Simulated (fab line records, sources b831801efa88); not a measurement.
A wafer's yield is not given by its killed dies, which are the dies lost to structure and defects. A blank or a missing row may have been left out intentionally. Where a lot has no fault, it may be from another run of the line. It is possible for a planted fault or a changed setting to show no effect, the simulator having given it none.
The same fault as seen by 2 desks / flow sky130 / numbers are kept per desk, each desk with only its own; the story behind them comes last

AT THE METROLOGY DESK
What the gauges read, lot by lot, whatever tool the lot ran on: means of the sampled wafers that have a number. Any lot whose mean is over 4 standard deviations away from the usual mean is out of limits and marked OUT; that distance is given in the brackets.
Columns: A = CAP2M_TIN_THK at SKY_CAP2M_THK_MEAS_04, usual 200.1 nm; B = METAL5_ALCU_RS at SKY_METAL5_RS_MEAS_05, usual 0.0271 ohm/sq
lot=L791; first seen here=day 39 16:52; A=202.3; B=0.0272
lot=L792; first seen here=day 39 22:16; A=200.6; B=0.0270
lot=L793; first seen here=day 40 09:47; A=202.5; B=0.0274
lot=L796; first seen here=day 41 02:34; A=200.7; B=0.0271
lot=L795; first seen here=day 41 02:40; A=201.3; B=0.0268
lot=L801; first seen here=day 42 13:44; A=200.0; B=0.0268
lot=L802; first seen here=day 42 23:21; A=198.6; B=0.0270
lot=L805; first seen here=day 43 16:42; A=201.4; B=0.0272
lot=L806; first seen here=day 43 22:28; A=197.6; B=0.0272
lot=L807; first seen here=day 44 07:46; A=198.9; B=0.0272
lot=L813; first seen here=day 45 13:00; A=197.9; B=0.0268
lot=L814; first seen here=day 45 16:34; A=201.2; B=0.0271
Result from this desk: across the 12 lots, nothing is out of limits.

AT THE TOOL OWNER'S DESK: rie-metal-01
The tool's own readings at SKY_METAL4_METAL_ETCH_18 (etches the open film in Cl2/BCl3, stops on SiO2, target depth 845 nm, time 183.1 s): means of the sampled wafers that have a number, for each lot that ran on this tool. Any lot whose mean is over 4 standard deviations away from the usual mean is out of limits and marked OUT; that distance is given in the brackets.
Columns: A = drypump-motor-current-A at SKY_METAL4_METAL_ETCH_18, usual 5.5 A; B = oes-product-au at SKY_METAL4_METAL_ETCH_18, usual 0.865 a.u.; C = throttle-valve-pct at SKY_METAL4_METAL_ETCH_18, usual 22.265 %
lot=L792; first seen here=day 41 22:56; A=5.5; B=0.858; C=22.263
lot=L796; first seen here=day 43 01:08; A=5.3; B=0.862; C=22.262
lot=L801; first seen here=day 44 12:02; A=5.3; B=0.817 (-8.4) OUT; C=22.267
lot=L802; first seen here=day 44 21:41; A=5.3; B=0.803 (-11) OUT; C=22.261
This desk's finding: out of limits on L801, L802; first on L801, day 44 12:02 (oes-product-au at SKY_METAL4_METAL_ETCH_18). In limits: L792, L796.

ALL TOGETHER
At day 44 12:02, on L801, L802, the tool owner's desk was in a position to raise an alarm.
Nothing out of limits was seen by the metrology desk.
The metrology desk holds a record of L801, L802, inside its limits.
All the named lots went through SKY_METAL4_METAL_ETCH_18 on rie-metal-01.

WHAT WAS PUT IN BY THE SIMULATOR
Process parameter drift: rie-metal-01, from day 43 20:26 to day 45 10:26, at SKY_METAL4_METAL_ETCH_18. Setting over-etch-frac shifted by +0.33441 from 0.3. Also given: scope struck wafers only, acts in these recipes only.
Lots struck among those shown: L801, L802.
Time in hours from fault onset to the first out-of-limits reading at each desk: the tool owner's desk, 16.
